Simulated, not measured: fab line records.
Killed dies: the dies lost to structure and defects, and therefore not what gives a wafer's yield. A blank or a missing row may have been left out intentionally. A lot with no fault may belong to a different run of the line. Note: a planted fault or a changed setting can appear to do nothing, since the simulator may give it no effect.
A struck lot beside a sound one    flow sky130    14 steps out of a route of 708
Sound: the wafers L191.1, L191.3, L191.4. Wafers L188.1, L188.3, L188.4 were the ones struck. Last of all comes the cause.
Each step with rows lists, per side, the tool, then ch with its chambers, then its first start. Under that, the readings that differ: sound wafers    struck wafers    difference of the means    sigmas: that difference in standard deviations of wafers without a fault.
alike: readings whose means differ by less than 2 such deviations, and words and numbers that are the same on both sides. not compared: withheld readings, readings that some wafer has no value for, bounds like >300 that may hide the same value, and numbers for which the record gives no deviation and whose values overlap.
A row with sigmas, a row that says differs or no value, or rows on one side alone: a step with any of these is where the two part. Non-overlapping numbers with no deviation appear without sigmas and do not part them. A reading that every wafer of one side lacks parts them only if that side has two wafers or more.

SKY_METAL3_SPUTTER_04: material TiN, target thk 70 nm, time 58.3 s.
  struck on pvdSputter-04, day 37 18:49; sound on pvdSputter-04, day 38 19:40
  alike: throttleValvePct
SKY_CAPM_CVD_00: deposits SiO2, target thk 15.5 nm.
  sound on pecvd-02 ch 0,1,2, day 38 19:43; struck on pecvd-02 ch 0,1,2, day 37 18:52
  alike: heaterPowerW
SKY_CAPM_THK_MEAS_01:
  struck on filmMetro-02, day 37 18:53; sound on filmMetro-02, day 38 19:44
  alike: CAPM_CVD_00_THK
SKY_CAPM_SPUTTER_02: material TiN, target thk 200 nm, time 166.7 s.
  struck on pvdSputter-01, day 37 18:57; sound on pvdSputter-01, day 38 19:47
  alike: throttleValvePct
SKY_CAPM_RS_MEAS_03: the measuring method here is four-point-probe.
  struck on filmMetro-03, day 37 19:04; sound on filmMetro-04, day 38 19:54
  alike: CAPM_TIN_RS
SKY_CAPM_THK_MEAS_04: measures by xrf.
  struck on filmMetro-03, day 37 19:11; sound on filmMetro-04, day 38 20:01
  alike: CAPM_TIN_THK
then, 6 steps without rows for these wafers: SKY_CAPM_DEHYDRATE_05 (time 60 s); SKY_CAPM_HMDS_06 (prime time 60 s); SKY_CAPM_COAT_07 (resist thk 1140 nm); SKY_CAPM_SOFTBAKE_08 (time 60 s); SKY_CAPM_EXPOSE_09 (exposes mask CAPM, target cd 1000 nm); SKY_CAPM_PEB_10.
SKY_CAPM_DEVELOP_11: develop time 60 s.
  struck on lithoTrack-01, day 38 19:25; sound on lithoTrack-04 ch 0, day 39 20:20
  no value came back on the struck wafers for chillPlateTempC (C), developTimeS (s); on the sound wafers chillPlateTempC (C) reads 22.96 22.93 22.89
SKY_CAPM_OVL_MEAS_12:
  struck on overlay-02, day 38 19:34; sound on overlay-02, day 39 20:29
reading        sound         struck  difference                     sigmas
CAPM_OVL (nm)  0.4 0.8 -1.0  - - -   no value on the struck wafers  

## WHERE THEY PART
First at SKY_CAPM_DEVELOP_11; last, within this record, at SKY_CAPM_OVL_MEAS_12.

WHY: what the simulator had put in
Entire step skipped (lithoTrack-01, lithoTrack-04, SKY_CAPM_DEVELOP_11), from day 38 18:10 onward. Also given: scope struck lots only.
